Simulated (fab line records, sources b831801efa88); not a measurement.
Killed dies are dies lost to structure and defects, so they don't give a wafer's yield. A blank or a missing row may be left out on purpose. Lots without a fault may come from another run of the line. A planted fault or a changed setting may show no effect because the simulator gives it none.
A sampling plan put to the test | flow gf180mcu | one fab line, 57 faults that these records tell of, each judged on the records of the lots that it struck
The plan is the line's own looks: the steps of the route at which a gauge or an inspection reads the wafer and doesn't change it. A look can be judged if struck wafers have a number there and the file gives its usual mean and standard deviation on fault-free wafers. Caught: at a look after the fault's first step, the mean of the struck wafers lies 4 or more of those standard deviations (sigma) from the usual mean. On the tool: the same test on the tool's own readings at the fault's steps. Another recipe on the struck wafers, or a record that is blank for them alone, also counts as caught.

THE FAULTS, as the simulator had put them in
1. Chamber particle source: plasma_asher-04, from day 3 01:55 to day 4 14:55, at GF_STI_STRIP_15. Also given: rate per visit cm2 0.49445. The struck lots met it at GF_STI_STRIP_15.
2. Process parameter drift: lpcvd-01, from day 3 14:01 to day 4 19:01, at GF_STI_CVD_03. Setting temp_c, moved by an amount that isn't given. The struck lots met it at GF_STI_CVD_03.
3. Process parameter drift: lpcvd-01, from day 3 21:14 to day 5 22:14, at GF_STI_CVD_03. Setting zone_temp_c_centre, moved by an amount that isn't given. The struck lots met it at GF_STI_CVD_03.
4. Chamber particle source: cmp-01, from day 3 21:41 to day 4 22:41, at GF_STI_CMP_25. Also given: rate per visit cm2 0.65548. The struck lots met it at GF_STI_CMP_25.
5. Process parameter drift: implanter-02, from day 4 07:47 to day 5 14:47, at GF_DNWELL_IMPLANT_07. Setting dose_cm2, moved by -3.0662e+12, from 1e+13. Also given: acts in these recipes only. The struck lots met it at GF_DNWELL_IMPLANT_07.
6. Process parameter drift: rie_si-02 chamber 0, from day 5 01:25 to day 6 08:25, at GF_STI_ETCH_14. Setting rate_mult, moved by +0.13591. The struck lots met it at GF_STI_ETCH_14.
7. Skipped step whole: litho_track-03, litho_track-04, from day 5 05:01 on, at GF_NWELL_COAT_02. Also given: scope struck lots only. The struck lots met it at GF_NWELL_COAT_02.
8. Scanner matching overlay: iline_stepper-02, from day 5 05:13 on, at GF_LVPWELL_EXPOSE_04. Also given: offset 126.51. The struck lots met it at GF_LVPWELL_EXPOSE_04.
9. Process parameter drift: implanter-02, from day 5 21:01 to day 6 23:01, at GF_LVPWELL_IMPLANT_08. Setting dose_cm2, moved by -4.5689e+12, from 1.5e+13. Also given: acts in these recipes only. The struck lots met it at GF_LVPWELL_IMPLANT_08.
10. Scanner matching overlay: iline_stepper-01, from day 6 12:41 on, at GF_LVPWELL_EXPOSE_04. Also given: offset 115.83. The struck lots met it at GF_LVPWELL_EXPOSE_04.
11. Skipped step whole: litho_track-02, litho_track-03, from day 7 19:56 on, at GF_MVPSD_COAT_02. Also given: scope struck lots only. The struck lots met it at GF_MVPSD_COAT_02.
12. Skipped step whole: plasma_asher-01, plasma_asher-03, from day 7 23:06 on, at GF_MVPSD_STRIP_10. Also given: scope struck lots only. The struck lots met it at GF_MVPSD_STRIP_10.
13. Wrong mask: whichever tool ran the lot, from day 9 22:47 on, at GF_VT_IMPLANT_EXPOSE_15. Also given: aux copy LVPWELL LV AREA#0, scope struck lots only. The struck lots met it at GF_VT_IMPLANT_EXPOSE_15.
14. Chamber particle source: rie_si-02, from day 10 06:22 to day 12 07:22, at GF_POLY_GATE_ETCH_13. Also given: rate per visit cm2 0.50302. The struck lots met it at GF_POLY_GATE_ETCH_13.
15. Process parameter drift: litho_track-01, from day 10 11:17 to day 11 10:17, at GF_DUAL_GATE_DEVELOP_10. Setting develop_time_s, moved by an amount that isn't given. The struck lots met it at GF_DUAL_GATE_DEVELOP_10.
16. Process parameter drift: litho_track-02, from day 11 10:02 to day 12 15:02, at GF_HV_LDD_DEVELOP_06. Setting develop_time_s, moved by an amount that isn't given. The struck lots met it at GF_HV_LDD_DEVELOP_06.
17. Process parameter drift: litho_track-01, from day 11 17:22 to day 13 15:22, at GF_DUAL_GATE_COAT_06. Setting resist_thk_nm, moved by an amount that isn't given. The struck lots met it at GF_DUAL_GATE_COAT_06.
18. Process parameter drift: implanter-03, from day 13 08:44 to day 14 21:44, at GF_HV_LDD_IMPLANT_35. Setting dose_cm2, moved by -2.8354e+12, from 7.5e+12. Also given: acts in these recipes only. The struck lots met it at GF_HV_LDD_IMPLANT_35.
19. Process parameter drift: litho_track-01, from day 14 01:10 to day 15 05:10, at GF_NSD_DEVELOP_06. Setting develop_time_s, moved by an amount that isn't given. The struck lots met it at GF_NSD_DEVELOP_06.
20. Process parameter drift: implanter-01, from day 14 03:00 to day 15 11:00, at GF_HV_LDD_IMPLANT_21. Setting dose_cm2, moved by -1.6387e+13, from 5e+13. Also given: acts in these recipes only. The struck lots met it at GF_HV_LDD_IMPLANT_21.
21. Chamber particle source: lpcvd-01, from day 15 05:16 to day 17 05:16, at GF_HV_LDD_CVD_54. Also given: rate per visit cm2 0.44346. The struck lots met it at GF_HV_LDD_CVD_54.
22. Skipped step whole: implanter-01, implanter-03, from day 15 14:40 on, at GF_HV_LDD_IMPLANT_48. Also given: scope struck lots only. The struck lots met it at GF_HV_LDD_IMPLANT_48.
23. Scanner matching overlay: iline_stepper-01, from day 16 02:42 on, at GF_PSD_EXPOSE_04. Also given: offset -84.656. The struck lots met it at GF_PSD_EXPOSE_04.
24. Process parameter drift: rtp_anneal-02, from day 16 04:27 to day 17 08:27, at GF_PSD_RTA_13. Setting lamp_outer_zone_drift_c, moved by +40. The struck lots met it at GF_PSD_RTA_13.
25. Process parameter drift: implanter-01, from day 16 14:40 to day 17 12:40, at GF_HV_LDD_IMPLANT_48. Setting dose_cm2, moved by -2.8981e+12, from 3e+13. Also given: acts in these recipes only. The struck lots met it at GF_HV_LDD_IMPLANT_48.
26. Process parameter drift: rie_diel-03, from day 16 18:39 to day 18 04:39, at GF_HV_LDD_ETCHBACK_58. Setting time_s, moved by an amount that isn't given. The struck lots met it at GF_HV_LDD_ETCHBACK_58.
27. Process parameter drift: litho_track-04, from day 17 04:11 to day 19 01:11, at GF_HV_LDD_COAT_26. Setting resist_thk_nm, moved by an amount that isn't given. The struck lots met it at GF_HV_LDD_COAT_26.
28. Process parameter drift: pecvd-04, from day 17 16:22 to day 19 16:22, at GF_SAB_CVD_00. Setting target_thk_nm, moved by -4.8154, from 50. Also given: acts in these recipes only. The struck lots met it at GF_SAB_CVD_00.
29. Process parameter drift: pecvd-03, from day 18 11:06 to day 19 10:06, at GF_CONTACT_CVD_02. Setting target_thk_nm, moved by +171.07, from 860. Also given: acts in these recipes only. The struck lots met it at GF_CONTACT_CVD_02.
30. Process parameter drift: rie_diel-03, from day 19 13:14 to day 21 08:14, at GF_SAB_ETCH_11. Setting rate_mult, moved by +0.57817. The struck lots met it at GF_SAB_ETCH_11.
31. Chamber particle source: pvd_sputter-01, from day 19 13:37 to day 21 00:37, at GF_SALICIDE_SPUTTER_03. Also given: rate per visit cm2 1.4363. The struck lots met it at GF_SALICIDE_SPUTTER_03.
32. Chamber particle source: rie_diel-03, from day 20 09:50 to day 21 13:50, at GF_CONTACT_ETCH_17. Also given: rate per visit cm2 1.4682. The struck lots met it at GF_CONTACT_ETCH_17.
33. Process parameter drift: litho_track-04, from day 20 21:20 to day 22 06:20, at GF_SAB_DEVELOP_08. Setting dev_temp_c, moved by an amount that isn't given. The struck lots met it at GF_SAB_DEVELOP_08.
34. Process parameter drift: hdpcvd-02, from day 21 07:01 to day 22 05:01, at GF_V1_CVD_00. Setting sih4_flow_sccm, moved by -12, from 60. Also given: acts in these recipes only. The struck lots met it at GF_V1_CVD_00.
35. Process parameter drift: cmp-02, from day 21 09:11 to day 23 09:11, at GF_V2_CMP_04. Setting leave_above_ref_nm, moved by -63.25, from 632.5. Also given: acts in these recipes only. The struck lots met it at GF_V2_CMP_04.
36. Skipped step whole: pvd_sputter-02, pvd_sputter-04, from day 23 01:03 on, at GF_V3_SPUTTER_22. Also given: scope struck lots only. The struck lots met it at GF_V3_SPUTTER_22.
37. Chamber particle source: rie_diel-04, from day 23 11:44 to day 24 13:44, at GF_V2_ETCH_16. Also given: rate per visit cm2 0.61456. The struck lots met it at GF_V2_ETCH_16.
38. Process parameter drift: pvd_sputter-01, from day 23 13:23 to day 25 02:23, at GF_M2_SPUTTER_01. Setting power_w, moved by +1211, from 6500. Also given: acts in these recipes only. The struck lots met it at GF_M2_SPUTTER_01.
39. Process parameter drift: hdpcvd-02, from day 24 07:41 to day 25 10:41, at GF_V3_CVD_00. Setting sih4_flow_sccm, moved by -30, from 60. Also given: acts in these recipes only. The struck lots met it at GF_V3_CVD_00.
40. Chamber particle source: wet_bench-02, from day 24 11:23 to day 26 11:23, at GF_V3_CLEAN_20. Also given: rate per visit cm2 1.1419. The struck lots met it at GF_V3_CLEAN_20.
41. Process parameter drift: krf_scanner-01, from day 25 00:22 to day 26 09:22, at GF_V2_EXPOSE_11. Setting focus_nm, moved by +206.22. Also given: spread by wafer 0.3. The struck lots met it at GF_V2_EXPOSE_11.
42. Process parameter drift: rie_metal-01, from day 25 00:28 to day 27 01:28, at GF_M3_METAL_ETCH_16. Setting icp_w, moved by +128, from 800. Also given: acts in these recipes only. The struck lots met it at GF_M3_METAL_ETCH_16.
43. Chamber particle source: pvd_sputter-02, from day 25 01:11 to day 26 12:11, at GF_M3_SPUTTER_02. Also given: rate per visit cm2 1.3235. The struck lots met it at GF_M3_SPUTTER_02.
44. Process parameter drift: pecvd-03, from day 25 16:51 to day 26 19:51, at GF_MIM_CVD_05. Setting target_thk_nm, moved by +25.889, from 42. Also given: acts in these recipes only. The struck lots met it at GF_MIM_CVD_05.
45. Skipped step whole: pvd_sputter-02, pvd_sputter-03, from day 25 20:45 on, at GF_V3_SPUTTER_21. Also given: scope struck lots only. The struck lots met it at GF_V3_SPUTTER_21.
46. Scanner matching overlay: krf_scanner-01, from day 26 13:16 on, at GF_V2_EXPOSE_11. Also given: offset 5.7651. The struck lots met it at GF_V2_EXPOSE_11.
47. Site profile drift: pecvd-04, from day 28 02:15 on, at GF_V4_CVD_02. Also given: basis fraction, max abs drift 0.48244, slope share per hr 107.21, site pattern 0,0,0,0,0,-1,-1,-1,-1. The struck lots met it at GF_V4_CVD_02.
48. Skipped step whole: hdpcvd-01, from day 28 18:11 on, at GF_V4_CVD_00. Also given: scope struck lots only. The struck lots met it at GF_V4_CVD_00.
49. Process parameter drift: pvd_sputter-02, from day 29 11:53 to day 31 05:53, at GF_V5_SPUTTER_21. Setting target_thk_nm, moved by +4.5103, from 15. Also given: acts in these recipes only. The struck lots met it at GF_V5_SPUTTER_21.
50. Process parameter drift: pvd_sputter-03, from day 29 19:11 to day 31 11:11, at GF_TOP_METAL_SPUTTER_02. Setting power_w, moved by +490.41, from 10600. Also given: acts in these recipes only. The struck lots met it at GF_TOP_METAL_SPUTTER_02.
51. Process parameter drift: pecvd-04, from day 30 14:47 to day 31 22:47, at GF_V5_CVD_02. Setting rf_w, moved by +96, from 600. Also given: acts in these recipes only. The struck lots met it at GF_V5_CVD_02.
52. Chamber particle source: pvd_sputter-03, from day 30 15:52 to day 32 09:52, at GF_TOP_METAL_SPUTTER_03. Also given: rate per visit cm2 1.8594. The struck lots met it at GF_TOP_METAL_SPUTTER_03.
53. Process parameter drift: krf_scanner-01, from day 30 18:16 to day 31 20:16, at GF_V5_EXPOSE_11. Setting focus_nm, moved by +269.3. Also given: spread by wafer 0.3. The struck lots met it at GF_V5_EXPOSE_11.
54. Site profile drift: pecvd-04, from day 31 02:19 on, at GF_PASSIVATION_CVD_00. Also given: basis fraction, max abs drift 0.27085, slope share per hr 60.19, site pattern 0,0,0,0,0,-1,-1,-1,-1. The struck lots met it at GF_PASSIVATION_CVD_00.
55. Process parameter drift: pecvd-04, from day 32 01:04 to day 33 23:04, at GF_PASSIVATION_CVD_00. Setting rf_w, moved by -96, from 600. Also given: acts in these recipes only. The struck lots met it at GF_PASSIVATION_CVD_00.
56. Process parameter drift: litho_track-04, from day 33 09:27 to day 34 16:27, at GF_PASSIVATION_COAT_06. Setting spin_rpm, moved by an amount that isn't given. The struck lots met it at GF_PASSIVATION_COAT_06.
57. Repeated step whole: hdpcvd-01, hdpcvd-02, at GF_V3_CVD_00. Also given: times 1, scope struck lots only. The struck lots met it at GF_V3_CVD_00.

WHAT THE PLAN SAW
fault | on the tool itself                               | first look that catches it                      | reading, sigma                                       | median hours from its first step to that look | hours from the fault's start to the first struck lot there | judged looks passed uncaught
1     | under 2 sigma                                    | no look after it can be judged                  | -                                                    | -                                             | -                                                          | 0
2     | susceptor_temp_C +26 sigma                       | GF_STI_THK_MEAS_04                              | STI_CVD_03_THK +16                                   | 2.5                                           | 7                                                          | 0
3     | spike_tc_centre_C +12 sigma                      | GF_STI_THK_MEAS_04                              | STI_CVD_03_THK +7.6                                  | 2.5                                           | 6                                                          | 0
4     | under 2 sigma                                    | not the one look that can be judged after it    | -                                                    | -                                             | -                                                          | 1
5     | dose_ions_cm2 -99 or beyond sigma                | GF_DNWELL_TW_MEAS_09                            | DNWELL_TW -12                                        | 0.2                                           | 4                                                          | 0
6     | oes_product_au +9.4 sigma                        | none of the 2 looks that can be judged after it | -                                                    | -                                             | -                                                          | 2
7     | the tool's record is blank for the struck wafers | GF_LVPWELL_TW_MEAS_11                           | LVPWELL_TW +99 or beyond                             | 23.4                                          | 26                                                         | 0
8     | no reading that can be judged                    | GF_LVPWELL_OVL_MEAS_07                          | LVPWELL_OVL +99 or beyond                            | 7.2                                           | 12                                                         | 0
9     | dose_ions_cm2 -99 or beyond sigma                | GF_LVPWELL_TW_MEAS_11                           | LVPWELL_TW -9.6                                      | 0.4                                           | 14                                                         | 0
10    | no reading that can be judged                    | GF_LVPWELL_OVL_MEAS_07                          | LVPWELL_OVL +96                                      | 7.3                                           | 10                                                         | 0
11    | the tool's record is blank for the struck wafers | GF_VT_IMPLANT_TW_MEAS_10                        | VT_IMPLANT_TW +42                                    | 25.1                                          | 26                                                         | 1
12    | the tool's record is blank for the struck wafers | GF_VT_IMPLANT_TW_MEAS_10                        | VT_IMPLANT_TW -99 or beyond                          | 16.3                                          | 20                                                         | 0
13    | under 2 sigma                                    | GF_VT_IMPLANT_TW_MEAS_21                        | VT_IMPLANT_2_TW -99 or beyond                        | 9.6                                           | 13                                                         | 0
14    | under 2 sigma                                    | no look after it can be judged                  | -                                                    | -                                             | -                                                          | 0
15    | no reading that can be judged                    | no look after it can be judged                  | -                                                    | -                                             | -                                                          | 0
16    | no reading that can be judged                    | GF_HV_LDD_TW_MEAS_11                            | HV_LDD_TW -99 or beyond                              | 0.6                                           | 4                                                          | 0
17    | under 2 sigma                                    | none of the 2 looks that can be judged after it | -                                                    | -                                             | -                                                          | 2
18    | dose_ions_cm2 -99 or beyond sigma                | none of the 2 looks that can be judged after it | strongest: HV_LDD_3_TW at GF_HV_LDD_TW_MEAS_38, -3.1 | -                                             | -                                                          | 2
19    | no reading that can be judged                    | GF_NSD_TW_MEAS_12                               | NSD_TW -99 or beyond                                 | 0.7                                           | 8                                                          | 0
20    | dose_ions_cm2 -99 or beyond sigma                | GF_HV_LDD_TW_MEAS_23                            | HV_LDD_2_TW -13                                      | 0.2                                           | 13                                                         | 0
21    | under 2 sigma                                    | not the one look that can be judged after it    | -                                                    | -                                             | -                                                          | 1
22    | the tool's record is blank for the struck wafers | GF_HV_LDD_TW_MEAS_50                            | HV_LDD_4_TW -99 or beyond                            | 0.2                                           | 6                                                          | 0
23    | no reading that can be judged                    | GF_PSD_OVL_MEAS_08                              | PSD_OVL -64                                          | 11.2                                          | 41                                                         | 0
24    | under 2 sigma                                    | GF_PSD_RS_MEAS_14                               | NSD_RS -37                                           | 0.1                                           | 5                                                          | 0
25    | dose_ions_cm2 -99 or beyond sigma                | GF_HV_LDD_TW_MEAS_50                            | HV_LDD_4_TW -4.7                                     | 0.2                                           | 3                                                          | 0
26    | run_length_s +54 sigma                           | no look after it can be judged                  | -                                                    | -                                             | -                                                          | 0
27    | no reading that can be judged                    | none of the 3 looks that can be judged after it | -                                                    | -                                             | -                                                          | 3
28    | under 2 sigma                                    | GF_SAB_THK_MEAS_01                              | SAB_CVD_00_THK -7.0                                  | 0.0                                           | 15                                                         | 0
29    | under 2 sigma                                    | GF_CONTACT_THK_MEAS_03                          | CONTACT_CVD_02_THK +15                               | 0.1                                           | 11                                                         | 0
30    | oes_product_au +36 sigma                         | no look after it can be judged                  | -                                                    | -                                             | -                                                          | 0
31    | under 2 sigma                                    | no look after it can be judged                  | -                                                    | -                                             | -                                                          | 0
32    | under 2 sigma                                    | no look after it can be judged                  | -                                                    | -                                             | -                                                          | 0
33    | developer_temp_C -23 sigma                       | none of the 2 looks that can be judged after it | strongest: cd_nm at GF_SAB_CD_MEAS_09, -3.8          | -                                             | -                                                          | 2
34    | sih4_flow_sccm -66 sigma                         | GF_V1_THK_MEAS_01                               | V1_CVD_00_THK -20                                    | 0.1                                           | 6                                                          | 0
35    | time_to_endpoint_s +4.2 sigma                    | not the one look that can be judged after it    | -                                                    | -                                             | -                                                          | 1
36    | the tool's record is blank for the struck wafers | no look after it can be judged                  | -                                                    | -                                             | -                                                          | 0
37    | under 2 sigma                                    | none of the 6 looks that can be judged after it | -                                                    | -                                             | -                                                          | 6
38    | cathode_dc_power_W +99 or beyond sigma           | no look after it can be judged                  | -                                                    | -                                             | -                                                          | 0
39    | sih4_flow_sccm -99 or beyond sigma               | GF_V3_THK_MEAS_01                               | V3_CVD_00_THK -54                                    | 0.1                                           | 1                                                          | 0
40    | no reading that can be judged                    | not the one look that can be judged after it    | -                                                    | -                                             | -                                                          | 1
41    | no reading that can be judged                    | not the one look that can be judged after it    | strongest: cd_nm at GF_V2_CD_MEAS_14, +3.1           | -                                             | -                                                          | 1
42    | rf_fwd_power_W +49 sigma                         | no look after it can be judged                  | -                                                    | -                                             | -                                                          | 0
43    | under 2 sigma                                    | not the one look that can be judged after it    | -                                                    | -                                             | -                                                          | 1
44    | under 2 sigma                                    | GF_MIM_THK_MEAS_06                              | MIM_CVD_05_THK +44                                   | 0.0                                           | 4                                                          | 0
45    | the tool's record is blank for the struck wafers | not the one look that can be judged after it    | -                                                    | -                                             | -                                                          | 1
46    | no reading that can be judged                    | no look after it can be judged                  | -                                                    | -                                             | -                                                          | 0
47    | under 2 sigma                                    | GF_V4_THK_MEAS_03                               | V4_CVD_02_THK -18                                    | 0.1                                           | 6                                                          | 0
48    | the tool's record is blank for the struck wafers | not the one look that can be judged after it    | strongest: V4_BOW at GF_V4_BOW_MEAS_05, -2.7         | -                                             | -                                                          | 1
49    | under 2 sigma                                    | no look after it can be judged                  | -                                                    | -                                             | -                                                          | 0
50    | cathode_dc_power_W +99 or beyond sigma           | GF_TOP_METAL_RS_MEAS_05                         | TOP_METAL_ALCU_RS -4.0                               | 0.1                                           | 1                                                          | 0
51    | rf_fwd_power_W +50 sigma                         | GF_V5_THK_MEAS_03                               | V5_CVD_02_THK +4.0                                   | 0.1                                           | 6                                                          | 0
52    | under 2 sigma                                    | not the one look that can be judged after it    | -                                                    | -                                             | -                                                          | 1
53    | no reading that can be judged                    | not the one look that can be judged after it    | strongest: cd_nm at GF_V5_CD_MEAS_14, +3.8           | -                                             | -                                                          | 1
54    | under 2 sigma                                    | GF_PASSIVATION_THK_MEAS_01                      | PASSIVATION_CVD_00_THK -9.0                          | 0.1                                           | 12                                                         | 0
55    | rf_fwd_power_W -40 sigma                         | GF_PASSIVATION_THK_MEAS_01                      | PASSIVATION_CVD_00_THK -4.4                          | 0.1                                           | 5                                                          | 0
56    | spin_speed_rpm +99 or beyond sigma               | no look after it can be judged                  | -                                                    | -                                             | -                                                          | 0
57    | no reading that can be judged                    | GF_V3_THK_MEAS_01                               | V3_CVD_00_THK +99 or beyond                          | 0.3                                           | -                                                          | 0
A dash: the fault isn't caught, or these records don't give the number.

Caught at a look: 28 of 57. Caught on the tool: 27 of 57. By one or the other: 40 of 57.
Caught on the tool alone: faults 6, 18, 26, 30, 33, 35, 36, 38, 42, 45, 48, 56.
Caught at a look alone: faults 8, 10, 13, 16, 19, 23, 24, 28, 29, 44, 47, 54, 57.
Caught by neither: faults 1, 4, 14, 15, 17, 21, 27, 31, 32, 37, 40, 41, 43, 46, 49, 52, 53.

THINNER SAMPLING
If the look that catches a fault measured only every second or every third lot, by lot number, the first struck lot would be measured this late in the worst case:
fault | struck lots at that look, in order of time | every lot | every second lot | every third lot
2     | L774, L775                                 | 7 h       | 13 h             | may miss all 2
3     | L884, L887                                 | 6 h       | 19 h             | may miss all 2
5     | L577, L578                                 | 4 h       | 12 h             | may miss all 2
7     | L836, L837, L838                           | 26 h      | 30 h             | 37 h
8     | L192, L198                                 | 12 h      | may miss all 2   | may miss all 2
9     | L186, L187                                 | 14 h      | 21 h             | may miss all 2
10    | L193, L196                                 | 10 h      | 26 h             | may miss all 2
11    | L495, L496                                 | 26 h      | 34 h             | may miss all 2
12    | L627, L628                                 | 20 h      | 23 h             | may miss all 2
13    | L299                                       | 13 h      | may miss it      | may miss it
16    | L331, L334, L333                           | 4 h       | 24 h             | may miss all 3
19    | L744, L746                                 | 8 h       | may miss all 2   | may miss all 2
20    | L715, L716, L718                           | 13 h      | 19 h             | may miss all 3
22    | L695, L696                                 | 6 h       | 14 h             | may miss all 2
23    | L207, L208                                 | 41 h      | 52 h             | may miss all 2
24    | L569, L570                                 | 5 h       | 21 h             | may miss all 2
25    | L734, L735                                 | 3 h       | 11 h             | may miss all 2
28    | L979, L984                                 | 15 h      | 47 h             | may miss all 2
29    | L951, L952                                 | 11 h      | 21 h             | may miss all 2
34    | L351, L352, L353                           | 6 h       | 12 h             | 16 h
39    | L503, L505                                 | 1 h       | may miss all 2   | may miss all 2
44    | L315, L317                                 | 4 h       | may miss all 2   | may miss all 2
47    | L218, L220                                 | 6 h       | may miss all 2   | may miss all 2
50    | L764, L766, L770                           | 1 h       | may miss all 3   | may miss all 3
51    | L463, L464                                 | 6 h       | 9 h              | may miss all 2
54    | L251, L252                                 | 12 h      | 18 h             | may miss all 2
55    | L497, L500                                 | 5 h       | 23 h             | may miss all 2
Hours are from the fault's start to the first struck lot that is measured. The limit of 4 sigma was tested on all struck wafers together, so one lot alone may lie under it. Other struck lots may not be in these records.

THE LONGEST TIMED WAY FROM STEP TO LOOK
Fault 11: a median of 25.1 hours passes between GF_MVPSD_COAT_02 and GF_VT_IMPLANT_TW_MEAS_10. The look between them that can be judged stayed within 4 sigma: GF_VT_IMPLANT_OVL_MEAS_07.
